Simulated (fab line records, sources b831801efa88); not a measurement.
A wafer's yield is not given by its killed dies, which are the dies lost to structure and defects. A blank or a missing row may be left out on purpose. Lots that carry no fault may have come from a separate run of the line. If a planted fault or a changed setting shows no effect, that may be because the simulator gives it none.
2 desks looking at one fault | flow gf180mcu | what lay behind the numbers comes last; until then each desk has only its own

== FROM THE METROLOGY DESK ==
Means of the sampled wafers that have a number, per lot and without regard to the tool the lot ran on: this is what the gauges read. Marked OUT: a lot whose mean sits more than 4 standard deviations from the usual mean, which makes it out of limits; the brackets give that distance.
Columns: A = STI_CVD_03_THK at GF_STI_THK_MEAS_04, usual 207.4 nm; B = cd_nm at GF_STI_CD_MEAS_12, usual 220.1 nm
lot  | first seen here | A     | B
L945 | day 1 14:34     | 206.2 | 219.9
L947 | day 2 02:21     | 207.5 | 219.1
L948 | day 2 05:30     | 210.9 | 219.8
L949 | day 2 10:25     | 205.7 | 219.7
L951 | day 2 20:17     | 209.3 | 221.8
L957 | day 4 02:26     | 206.3 | 220.5
L958 | day 4 06:35     | 207.2 | 220.2
L960 | day 4 19:41     | 207.6 | 220.4
L961 | day 4 23:28     | 208.1 | 218.3
L962 | day 5 02:35     | 209.7 | 218.6
L963 | day 5 07:34     | 210.5 | 220.4
L966 | day 5 23:28     | 206.6 | 220.6
L967 | day 6 03:35     | 204.6 | 220.2
L968 | day 6 08:35     | 204.3 | 222.1
Finding of this desk: none of the 14 lots has anything out of limits.

== AT THE TOOL OWNER'S DESK: implanter-02 ==
For each lot that ran on this tool, the mean over its sampled wafers that have a number, from the tool's own readings at GF_MVPSD_IMPLANT_09. Marked OUT: a lot whose mean sits more than 4 standard deviations from the usual mean, which makes it out of limits; the brackets give that distance.
Columns: A = dose_ions_cm2 at GF_MVPSD_IMPLANT_09, usual 5e+12; B = end_station_pressure_torr at GF_MVPSD_IMPLANT_09, usual 5e-06 Torr
lot  | first seen here | A               | B
L945 | day 5 03:56     | 5e+12           | 5e-06
L947 | day 5 16:02     | 5e+12           | 5e-06
L948 | day 5 19:41     | 5e+12 (-24) OUT | 5e-06
L949 | day 6 00:50     | 5e+12 (-23) OUT | 5e-06
L951 | day 6 13:13     | 5e+12 (-22) OUT | 5e-06
L968 | day 10 17:54    | 5e+12           | 5e-06
This desk finds L948, L949, L951 out of limits, L948 being first, at day 5 19:41 (dose_ions_cm2 at GF_MVPSD_IMPLANT_09). In limits: L945, L947, L968.

== PUT TOGETHER ==
On L948, L949, L951, at day 5 19:41, an alarm was possible from the tool owner's desk.
The metrology desk saw nothing out of limits.
The metrology desk has L948, L949, L951 on record, within its limits.
All the named lots went through GF_MVPSD_IMPLANT_09 on implanter-02.

== WHAT HAD BEEN PUT IN BY THE SIMULATOR ==
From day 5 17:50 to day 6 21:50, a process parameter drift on implanter-02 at GF_MVPSD_IMPLANT_09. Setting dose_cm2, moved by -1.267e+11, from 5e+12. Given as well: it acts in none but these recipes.
Shown lots that were struck: L948, L949, L951.
Delay in hours, fault start to first out-of-limits reading, by desk: the tool owner's desk at 2.
